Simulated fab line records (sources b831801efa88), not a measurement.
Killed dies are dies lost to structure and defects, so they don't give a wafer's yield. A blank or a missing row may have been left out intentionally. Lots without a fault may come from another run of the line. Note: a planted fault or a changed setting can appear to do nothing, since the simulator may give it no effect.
Which tool was responsible? ; flow sfq-line ; 13 lots, 39 wafers sampled, at 4 steps of a route of 325

WHAT EACH GAUGE READ, for each wafer
No reading from a measuring or inspecting step in the record can be judged against a usual standard deviation.

TOOL THAT RAN EACH LOT (tool first, then ch and the chambers of the sampled wafers, then the start)
lot;SFQ_TRILAYER_I2_VIA_STRIP_STRIP_071;SFQ_TRILAYER_I3_VIA_ETCH_VIA_ETCH_088;SFQ_TRILAYER_M5_BARC_OPEN_METAL_ETCH_161;SFQ_TRILAYER_C5_STRIP_STRIP_155
L359;rie-metal-02 ch 0, day 24 16:17;rie-diel-04 ch 0,1,3, day 32 10:35;rie-metal-04 ch 0,1, day 49 18:58;rie-metal-01 ch 0,1, day 60 21:31
L360;rie-metal-01 ch 1, day 24 19:59;rie-diel-03 ch 0,1,2, day 37 13:03;rie-metal-03 ch 0,1, day 50 02:49;rie-metal-01 ch 0,1, day 61 01:07
L361;rie-metal-02 ch 0, day 24 23:59;rie-diel-03 ch 0,3, day 37 15:27;rie-metal-03 ch 0,1, day 50 04:02;rie-metal-02 ch 0,1, day 61 07:19
L362;rie-metal-02 ch 0,1, day 25 20:22;rie-diel-03 ch 0,2,3, day 38 02:07;rie-metal-01 ch 0,1, day 55 09:07;rie-metal-01 ch 0,1, day 61 09:43
L366;rie-metal-04 ch 0,1, day 38 04:45;rie-diel-02 ch 0,2,3, day 45 12:20;rie-metal-01 ch 0, day 56 18:50;rie-metal-01 ch 1, day 64 05:16
L367;rie-metal-04 ch 0,1, day 39 07:16;rie-diel-03 ch 0,1,3, day 46 10:51;rie-metal-04 ch 0,1, day 58 18:21;rie-metal-03 ch 0,1, day 69 16:20
L369;rie-metal-01 ch 0,1, day 39 23:04;rie-diel-02 ch 0,1,2, day 46 19:21;rie-metal-03 ch 0,1, day 58 20:46;rie-metal-02 ch 0,1, day 69 22:32
L370;rie-metal-02 ch 0,1, day 40 01:28;rie-diel-03 ch 0,1, day 47 06:52;rie-metal-03 ch 0,1, day 63 15:04;rie-metal-01 ch 0,1, day 71 12:55
L371;rie-metal-02 ch 0,1, day 40 06:04;rie-diel-03 ch 0,1,3, day 47 11:40;rie-metal-04 ch 1, day 63 17:28;rie-metal-01 ch 0,1, day 71 15:14
L372;rie-metal-02 ch 0,1, day 41 00:24;rie-diel-04 ch 2,3, day 52 05:06;rie-metal-04 ch 1, day 63 19:42;rie-metal-03 ch 0,1, day 73 01:02
L374;rie-metal-02 ch 0,1, day 42 01:19;rie-diel-03 ch 0,3, day 52 17:06;rie-metal-01 ch 1, day 64 19:19;rie-metal-01 ch 0, day 73 23:38
L379;rie-metal-01 ch 0,1, day 43 21:51;rie-diel-04 ch 1,3, day 54 07:48;rie-metal-03 ch 0, day 65 15:51;rie-metal-03 ch 0,1, day 75 06:50
L381;rie-metal-01 ch 0,1, day 44 12:15;rie-diel-03 ch 0,1,2, day 55 03:08;rie-metal-03 ch 0,1, day 66 07:04;rie-metal-02 ch 0,1, day 75 23:38
- SFQ_TRILAYER_I2_VIA_STRIP_STRIP_071: strips in O2.
- SFQ_TRILAYER_I3_VIA_ETCH_VIA_ETCH_088: etches SiO2 in CHF3, stops on Nb, target depth 260 nm.
- SFQ_TRILAYER_M5_BARC_OPEN_METAL_ETCH_161: etches BARC in O2, target depth 125 nm, time 41.7 s.
- SFQ_TRILAYER_C5_STRIP_STRIP_155: strips in O2.

AS READ BY THE TOOLS THEMSELVES (means over the sampled wafers that have a number; for cases with no such wafer, the mark the record gives instead)
SFQ_TRILAYER_I2_VIA_STRIP_STRIP_071. Usual: drypump-motor-current-A 5.5 A, standard deviation 0.57; oes-product-au 0.999 a.u., standard deviation 0.0095.
lot;tool;drypump-motor-current-A (A);oes-product-au (a.u.);flag
L359;rie-metal-02;4.8;1.016;
L360;rie-metal-01;6.0;0.996;
L361;rie-metal-02;4.8;1.006;
L362;rie-metal-02;5.6;0.995;
L366;rie-metal-04;5.4;1.002;
L367;rie-metal-04;5.8;0.989;
L369;rie-metal-01;6.0;0.988;
L370;rie-metal-02;5.2;1.006;
L371;rie-metal-02;5.2;1.003;
L372;rie-metal-02;5.6;1.002;
L374;rie-metal-02;5.2;1.003;
L379;rie-metal-01;5.9;1.002;
L381;rie-metal-01;6.0;0.998;

SFQ_TRILAYER_I3_VIA_ETCH_VIA_ETCH_088. Usual: drypump-motor-current-A 5.7 A, standard deviation 0.46; oes-product-au 0.853 a.u., standard deviation 0.005.
lot;tool;drypump-motor-current-A (A);oes-product-au (a.u.);flag
L359;rie-diel-04;5.8;0.857;
L360;rie-diel-03;5.6;0.854;
L361;rie-diel-03;5.5;0.859;
L362;rie-diel-03;5.8;0.849;
L366;rie-diel-02;5.4;0.852;
L367;rie-diel-03;5.7;0.846;
L369;rie-diel-02;5.2;0.852;
L370;rie-diel-03;5.3;0.853;
L371;rie-diel-03;5.7;0.855;
L372;rie-diel-04;5.8;0.854;
L374;rie-diel-03;5.9;0.845;
L379;rie-diel-04;5.8;0.850;
L381;rie-diel-03;5.6;0.857;

SFQ_TRILAYER_M5_BARC_OPEN_METAL_ETCH_161. Usual: drypump-motor-current-A 5.9 A, standard deviation 0.52; oes-product-au 0.685 a.u., standard deviation 0.0044; run-length-s 69.7 s, standard deviation 0.48.
lot;tool;drypump-motor-current-A (A);oes-product-au (a.u.);run-length-s (s);flag
L359;rie-metal-04;5.8;0.684;70.0;
L360;rie-metal-03;6.4;0.683;69.5;
L361;rie-metal-03;6.4;0.689;69.2;
L362;rie-metal-01;6.0;0.685;69.8;
L366;rie-metal-01;5.9;0.687;70.0;
L367;rie-metal-04;5.8;0.684;70.2;
L369;rie-metal-03;6.3;0.691;69.4;
L370;rie-metal-03;6.4;0.686;69.0;
L371;rie-metal-04;5.0;0.681;70.1;
L372;rie-metal-04;5.0;0.663;74.1;OFF
L374;rie-metal-01;6.1;0.685;69.3;
L379;rie-metal-03;6.3;0.690;69.7;
L381;rie-metal-03;6.4;0.684;69.4;

SFQ_TRILAYER_C5_STRIP_STRIP_155. Usual: drypump-motor-current-A 5.9 A, standard deviation 0.46; oes-product-au 0.999 a.u., standard deviation 0.009.
lot;tool;drypump-motor-current-A (A);oes-product-au (a.u.);flag
L359;rie-metal-01;5.9;1.002;
L360;rie-metal-01;6.0;1.006;
L361;rie-metal-02;5.6;0.999;
L362;rie-metal-01;5.9;1.009;
L366;rie-metal-01;6.1;1.006;
L367;rie-metal-03;6.4;0.994;
L369;rie-metal-02;5.2;1.014;
L370;rie-metal-01;5.9;0.993;
L371;rie-metal-01;6.0;1.003;
L372;rie-metal-03;6.4;0.991;
L374;rie-metal-01;5.9;1.001;
L379;rie-metal-03;6.4;1.000;
L381;rie-metal-02;5.2;1.000;

THE ANSWER, worked out from the rows above alone
Rule: lot off if the mean of its wafers having a number is beyond 3 standard deviations from the usual mean. A lot without any number at a reading at which 4 lots or more have one is off too. Any other lot the step has rows for is counted as sound. After the gauges, taken in route order, come the tools' own readings; for these a lot's mean is taken, as printed above. The first step at which some lot is off is used, and at that step the reading that is off furthest; a lot without a number counts as furthest.
Off, at SFQ_TRILAYER_M5_BARC_OPEN_METAL_ETCH_161 on run-length-s: L372.
A tool fits if, at that step or a process step before it, it ran every lot that is off, and no sound lot after the first of them. One fits: SFQ_TRILAYER_M5_BARC_OPEN_METAL_ETCH_161 on rie-metal-04. Its last sound lot is L371 (day 63 17:28), its first lot that is off L372 (day 63 19:42): a fault that began between those two fits.
The tool's own readings at SFQ_TRILAYER_M5_BARC_OPEN_METAL_ETCH_161 bear it out: on the lots that are off they differ by more than 5 times the standard deviation of the sound lots' means. oes-product-au reads 0.663 a.u. there against 0.686 a.u. on the sound lots; run-length-s reads 74.1 s there against 69.6 s on the sound lots.

WHAT HAD BEEN PUT IN BY THE SIMULATOR
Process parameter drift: rie-metal-04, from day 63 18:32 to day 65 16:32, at SFQ_TRILAYER_M5_BARC_OPEN_METAL_ETCH_161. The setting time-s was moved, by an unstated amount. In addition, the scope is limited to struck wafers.
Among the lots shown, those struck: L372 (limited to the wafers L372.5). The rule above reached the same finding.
